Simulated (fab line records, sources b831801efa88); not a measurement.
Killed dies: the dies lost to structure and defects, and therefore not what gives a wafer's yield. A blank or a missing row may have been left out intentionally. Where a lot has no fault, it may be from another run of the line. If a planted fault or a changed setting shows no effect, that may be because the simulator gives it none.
Which tool is to blame? :: flow gf180mcu :: 72 wafers from 24 lots sampled at 4 of the route's 602 steps

== WHAT EACH GAUGE READ, for each wafer ==
GF_SAB_OVL_MEAS_10. Usual: for SAB_OVL the level is 0.4 nm and the standard deviation is 1.6.
lot: L074
measured: day 15 22:47
on: overlay-02
SAB_OVL (nm): -1.2 -0.6 -0.9
flag: 

lot: L075
measured: day 16 04:52
on: overlay-02
SAB_OVL (nm): 1.3 2.1 -0.6
flag: 

lot: L076
measured: day 16 14:17
on: overlay-01
SAB_OVL (nm): 1.2 -0.3 0.7
flag: 

lot: L077
measured: day 16 22:17
on: overlay-01
SAB_OVL (nm): 1.4 0.6 1.4
flag: 

lot: L078
measured: day 17 04:10
on: overlay-01
SAB_OVL (nm): 1.8 0.4 -0.4
flag: 

lot: L079
measured: day 17 18:55
on: overlay-02
SAB_OVL (nm): -0.8 1.6 0.2
flag: 

lot: L080
measured: day 18 00:20
on: overlay-02
SAB_OVL (nm): -2.1 -2.5 -2.7
flag: 

lot: L081
measured: day 18 06:22
on: overlay-02
SAB_OVL (nm): 2.0 1.7 2.5
flag: 

lot: L082
measured: day 18 20:20
on: overlay-02
SAB_OVL (nm): -1.0 -0.3 -2.3
flag: 

lot: L083
measured: day 19 03:13
on: overlay-01
SAB_OVL (nm): 3.6 4.9 4.8
flag: 

lot: L084
measured: day 19 06:20
on: overlay-01
SAB_OVL (nm): 0.0 -0.8 1.8
flag: 

lot: L085
measured: day 20 00:25
on: overlay-02
SAB_OVL (nm): 1.1 -2.2 0.7
flag: 

lot: L086
measured: day 20 05:38
on: overlay-01
SAB_OVL (nm): 1.3 1.0 -0.2
flag: 

lot: L087
measured: day 20 13:49
on: overlay-02
SAB_OVL (nm): 1.7 -0.7 0.4
flag: 

lot: L088
measured: day 20 22:38
on: overlay-02
SAB_OVL (nm): -1.4 -0.2 -1.8
flag: 

lot: L089
measured: day 21 08:19
on: overlay-01
SAB_OVL (nm): 0.1 -0.1 0.7
flag: 

lot: L090
measured: day 21 15:47
on: overlay-02
SAB_OVL (nm): -0.1 -0.3 0.2
flag: 

lot: L091
measured: day 21 22:55
on: overlay-01
SAB_OVL (nm): 1.2 2.2 0.2
flag: 

lot: L092
measured: day 22 07:46
on: overlay-02
SAB_OVL (nm): 1.4 -0.1 1.5
flag: 

lot: L093
measured: day 22 16:02
on: overlay-01
SAB_OVL (nm): -2.9 -3.1 -2.8
flag: 

lot: L094
measured: day 22 18:28
on: overlay-01
SAB_OVL (nm): 1.9 1.4 1.2
flag: 

lot: L095
measured: day 23 03:28
on: overlay-01
SAB_OVL (nm): 1.6 2.8 0.3
flag: 

lot: L096
measured: day 23 10:52
on: overlay-01
SAB_OVL (nm): 0.4 1.3 0.6
flag: 

lot: L097
measured: day 23 19:22
on: overlay-02
SAB_OVL (nm): -2.2 0.6 1.1
flag: 

GF_CONTACT_RS_MEAS_25: a four-point-probe measurement. Usual: for CONTACT_W_RS the level is 0.384 ohm/sq and the standard deviation is 0.0036.
lot: L074
measured: day 17 00:04
on: filmMetro-04
CONTACT_W_RS (ohm/sq): 0.386 0.379 0.380
flag: 

lot: L075
measured: day 17 06:39
on: filmMetro-02
CONTACT_W_RS (ohm/sq): 0.382 0.385 0.383
flag: 

lot: L076
measured: day 17 16:30
on: filmMetro-02
CONTACT_W_RS (ohm/sq): 0.378 0.382 0.380
flag: 

lot: L077
measured: day 18 00:40
on: filmMetro-03
CONTACT_W_RS (ohm/sq): 0.385 0.384 0.378
flag: 

lot: L078
measured: day 18 06:22
on: filmMetro-02
CONTACT_W_RS (ohm/sq): 0.380 0.380 0.378
flag: 

lot: L079
measured: day 18 22:07
on: filmMetro-03
CONTACT_W_RS (ohm/sq): 0.388 0.383 0.387
flag: 

lot: L080
measured: day 19 03:13
on: filmMetro-02
CONTACT_W_RS (ohm/sq): 0.392 0.388 0.386
flag: 

lot: L081
measured: day 19 10:29
on: filmMetro-03
CONTACT_W_RS (ohm/sq): 0.384 0.380 0.383
flag: 

lot: L082
measured: day 19 23:12
on: filmMetro-02
CONTACT_W_RS (ohm/sq): 0.385 0.384 0.386
flag: 

lot: L083
measured: day 20 06:04
on: filmMetro-03
CONTACT_W_RS (ohm/sq): 0.386 0.389 0.385
flag: 

lot: L084
measured: day 20 08:41
on: filmMetro-03
CONTACT_W_RS (ohm/sq): 0.380 0.378 0.378
flag: 

lot: L085
measured: day 21 03:28
on: filmMetro-02
CONTACT_W_RS (ohm/sq): 0.383 0.381 0.384
flag: 

lot: L086
measured: day 21 09:22
on: filmMetro-02
CONTACT_W_RS (ohm/sq): 0.387 0.380 0.381
flag: 

lot: L087
measured: day 21 16:51
on: filmMetro-02
CONTACT_W_RS (ohm/sq): 0.389 0.388 0.387
flag: 

lot: L088
measured: day 22 01:02
on: filmMetro-03
CONTACT_W_RS (ohm/sq): 0.381 0.384 0.380
flag: 

lot: L089
measured: day 22 10:59
on: filmMetro-02
CONTACT_W_RS (ohm/sq): 0.382 0.383 0.387
flag: 

lot: L090
measured: day 22 17:36
on: filmMetro-02
CONTACT_W_RS (ohm/sq): 0.381 0.389 0.383
flag: 

lot: L091
measured: day 23 00:46
on: filmMetro-02
CONTACT_W_RS (ohm/sq): 0.381 0.382 0.381
flag: 

lot: L092
measured: day 23 09:56
on: filmMetro-04
CONTACT_W_RS (ohm/sq): 0.379 0.389 0.379
flag: 

lot: L093
measured: day 23 18:06
on: filmMetro-02
CONTACT_W_RS (ohm/sq): 0.378 0.388 0.379
flag: 

lot: L094
measured: day 23 20:22
on: filmMetro-03
CONTACT_W_RS (ohm/sq): 0.385 0.383 0.383
flag: 

lot: L095
measured: day 24 04:48
on: filmMetro-02
CONTACT_W_RS (ohm/sq): 0.378 0.380 0.383
flag: 

lot: L096
measured: day 24 12:22
on: filmMetro-04
CONTACT_W_RS (ohm/sq): 0.388 0.390 0.390
flag: 

lot: L097
measured: day 24 21:18
on: filmMetro-02
CONTACT_W_RS (ohm/sq): 0.383 0.383 0.386
flag: 

GF_V1_THK_MEAS_01. Usual: for V1_CVD_00_THK the level is 600 nm and the standard deviation is 7.3.
lot: L074
measured: day 18 01:49
on: filmMetro-03
V1_CVD_00_THK (nm): 603 604 598
flag: 

lot: L075
measured: day 18 08:05
on: filmMetro-01
V1_CVD_00_THK (nm): 617 614 603
flag: 

lot: L076
measured: day 18 17:59
on: filmMetro-01
V1_CVD_00_THK (nm): 604 602 609
flag: 

lot: L077
measured: day 19 02:41
on: filmMetro-01
V1_CVD_00_THK (nm): 604 599 607
flag: 

lot: L078
measured: day 19 08:50
on: filmMetro-01
V1_CVD_00_THK (nm): 600 590 594
flag: 

lot: L079
measured: day 20 00:49
on: filmMetro-03
V1_CVD_00_THK (nm): 599 595 599
flag: 

lot: L080
measured: day 20 05:04
on: filmMetro-04
V1_CVD_00_THK (nm): 596 605 603
flag: 

lot: L081
measured: day 20 12:22
on: filmMetro-01
V1_CVD_00_THK (nm): 607 599 603
flag: 

lot: L082
measured: day 21 01:18
on: filmMetro-01
V1_CVD_00_THK (nm): 597 593 601
flag: 

lot: L083
measured: day 21 08:25
on: filmMetro-04
V1_CVD_00_THK (nm): 594 597 589
flag: 

lot: L084
measured: day 21 11:04
on: filmMetro-04
V1_CVD_00_THK (nm): 586 587 595
flag: 

lot: L085
measured: day 22 05:17
on: filmMetro-01
V1_CVD_00_THK (nm): 602 590 600
flag: 

lot: L086
measured: day 22 11:37
on: filmMetro-01
V1_CVD_00_THK (nm): 606 603 597
flag: 

lot: L087
measured: day 22 18:07
on: filmMetro-01
V1_CVD_00_THK (nm): 590 600 596
flag: 

lot: L088
measured: day 23 03:00
on: filmMetro-04
V1_CVD_00_THK (nm): 607 598 609
flag: 

lot: L089
measured: day 23 12:02
on: filmMetro-01
V1_CVD_00_THK (nm): 605 594 592
flag: 

lot: L090
measured: day 23 18:43
on: filmMetro-01
V1_CVD_00_THK (nm): 601 608 594
flag: 

lot: L091
measured: day 24 02:04
on: filmMetro-03
V1_CVD_00_THK (nm): 602 601 595
flag: 

lot: L092
measured: day 24 11:04
on: filmMetro-01
V1_CVD_00_THK (nm): 611 602 604
flag: 

lot: L093
measured: day 24 18:01
on: filmMetro-04
V1_CVD_00_THK (nm): 604 604 600
flag: 

lot: L094
measured: day 24 21:28
on: filmMetro-04
V1_CVD_00_THK (nm): 608 599 596
flag: 

lot: L095
measured: day 25 05:05
on: filmMetro-03
V1_CVD_00_THK (nm): 588 606 589
flag: 

lot: L096
measured: day 25 12:34
on: filmMetro-04
V1_CVD_00_THK (nm): 590 609 609
flag: 

lot: L097
measured: day 25 20:28
on: filmMetro-04
V1_CVD_00_THK (nm): 595 591 596
flag: 

== EACH LOT AND THE TOOL THAT RAN IT (in order: tool; ch and the chambers of the sampled wafers; start) ==
lot: L074
GF_CONTACT_CVD_02: pecvd-01 ch 0,2, day 15 23:49

lot: L075
GF_CONTACT_CVD_02: pecvd-03 ch 0,2, day 16 05:52

lot: L076
GF_CONTACT_CVD_02: pecvd-03 ch 0,1,2, day 16 15:17

lot: L077
GF_CONTACT_CVD_02: pecvd-02 ch 0,1,2, day 16 23:17

lot: L078
GF_CONTACT_CVD_02: pecvd-01 ch 0,1,2, day 17 05:10

lot: L079
GF_CONTACT_CVD_02: pecvd-01 ch 0,1, day 17 19:58

lot: L080
GF_CONTACT_CVD_02: pecvd-02 ch 0,1,2, day 18 01:22

lot: L081
GF_CONTACT_CVD_02: pecvd-03 ch 0,2, day 18 07:24

lot: L082
GF_CONTACT_CVD_02: pecvd-03 ch 0,1,2, day 18 21:21

lot: L083
GF_CONTACT_CVD_02: pecvd-02 ch 0,1, day 19 04:13

lot: L084
GF_CONTACT_CVD_02: pecvd-02 ch 0,1,2, day 19 07:21

lot: L085
GF_CONTACT_CVD_02: pecvd-02 ch 1,2, day 20 01:26

lot: L086
GF_CONTACT_CVD_02: pecvd-01 ch 0,1, day 20 06:38

lot: L087
GF_CONTACT_CVD_02: pecvd-01 ch 0,1, day 20 14:50

lot: L088
GF_CONTACT_CVD_02: pecvd-01 ch 0,1, day 20 23:38

lot: L089
GF_CONTACT_CVD_02: pecvd-02 ch 0,1, day 21 09:19

lot: L090
GF_CONTACT_CVD_02: pecvd-03 ch 0,1,2, day 21 16:48

lot: L091
GF_CONTACT_CVD_02: pecvd-01 ch 0,2, day 21 23:55

lot: L092
GF_CONTACT_CVD_02: pecvd-02 ch 0,1,2, day 22 08:46

lot: L093
GF_CONTACT_CVD_02: pecvd-03 ch 1,2, day 22 17:02

lot: L094
GF_CONTACT_CVD_02: pecvd-02 ch 0,1,2, day 22 19:29

lot: L095
GF_CONTACT_CVD_02: pecvd-03 ch 0,2, day 23 04:29

lot: L096
GF_CONTACT_CVD_02: pecvd-01 ch 0,2, day 23 11:52

lot: L097
GF_CONTACT_CVD_02: pecvd-01 ch 0,1, day 23 20:24
- GF_CONTACT_CVD_02: deposits SiO2 from TEOS, target thk 860 nm, time 95.992 s.

== WHAT THE TOOLS THEMSELVES READ (means of the sampled wafers that have a number; where no wafer has one, the mark that the record gives instead) ==
GF_CONTACT_CVD_02. Usual: heaterPowerW 704 W, standard deviation 120; rfFwdPowerW 595.9 W, standard deviation 2.3.
lot: L074
tool: pecvd-01
heaterPowerW (W): 727
rfFwdPowerW (W): 597.7
flag: 

lot: L075
tool: pecvd-03
heaterPowerW (W): 717
rfFwdPowerW (W): 596.3
flag: 

lot: L076
tool: pecvd-03
heaterPowerW (W): 649
rfFwdPowerW (W): 596.7
flag: 

lot: L077
tool: pecvd-02
heaterPowerW (W): 739
rfFwdPowerW (W): 596.1
flag: 

lot: L078
tool: pecvd-01
heaterPowerW (W): 740
rfFwdPowerW (W): 596.7
flag: 

lot: L079
tool: pecvd-01
heaterPowerW (W): 730
rfFwdPowerW (W): 595.2
flag: 

lot: L080
tool: pecvd-02
heaterPowerW (W): 775
rfFwdPowerW (W): 596.0
flag: 

lot: L081
tool: pecvd-03
heaterPowerW (W): 716
rfFwdPowerW (W): 596.6
flag: 

lot: L082
tool: pecvd-03
heaterPowerW (W): 617
rfFwdPowerW (W): 595.5
flag: 

lot: L083
tool: pecvd-02
heaterPowerW (W): 601
rfFwdPowerW (W): 593.5
flag: 

lot: L084
tool: pecvd-02
heaterPowerW (W): 745
rfFwdPowerW (W): 594.4
flag: 

lot: L085
tool: pecvd-02
heaterPowerW (W): 784
rfFwdPowerW (W): 597.2
flag: 

lot: L086
tool: pecvd-01
heaterPowerW (W): 694
rfFwdPowerW (W): 596.3
flag: 

lot: L087
tool: pecvd-01
heaterPowerW (W): 694
rfFwdPowerW (W): 596.1
flag: 

lot: L088
tool: pecvd-01
heaterPowerW (W): 744
rfFwdPowerW (W): 597.1
flag: 

lot: L089
tool: pecvd-02
heaterPowerW (W): 638
rfFwdPowerW (W): 594.4
flag: 

lot: L090
tool: pecvd-03
heaterPowerW (W): 599
rfFwdPowerW (W): 597.6
flag: 

lot: L091
tool: pecvd-01
heaterPowerW (W): 635
rfFwdPowerW (W): 596.4
flag: 

lot: L092
tool: pecvd-02
heaterPowerW (W): 722
rfFwdPowerW (W): 594.9
flag: 

lot: L093
tool: pecvd-03
heaterPowerW (W): 633
rfFwdPowerW (W): 594.5
flag: 

lot: L094
tool: pecvd-02
heaterPowerW (W): 702
rfFwdPowerW (W): 595.1
flag: 

lot: L095
tool: pecvd-03
heaterPowerW (W): 723
rfFwdPowerW (W): 595.0
flag: 

lot: L096
tool: pecvd-01
heaterPowerW (W): 682
rfFwdPowerW (W): 597.5
flag: 

lot: L097
tool: pecvd-01
heaterPowerW (W): 692
rfFwdPowerW (W): 598.2
flag: 

== THE ANSWER, worked out from the rows above alone ==
Rule: a lot counts as off when the mean over its wafers that have a number is more than 3 standard deviations away from the usual mean. Also off: a lot with no number at a reading for which 4 or more lots have one. All remaining lots with rows at the step are treated as sound. The gauges are gone through in route order, then the tools' own readings, and for those a lot's mean is taken as printed above. At the first step where some lot is off, the reading lying furthest off is the one used; lots without a number count as furthest.
Across all readings shown, no lot is off: no conclusion can be drawn from this.

== WHAT HAD BEEN PUT IN BY THE SIMULATOR ==
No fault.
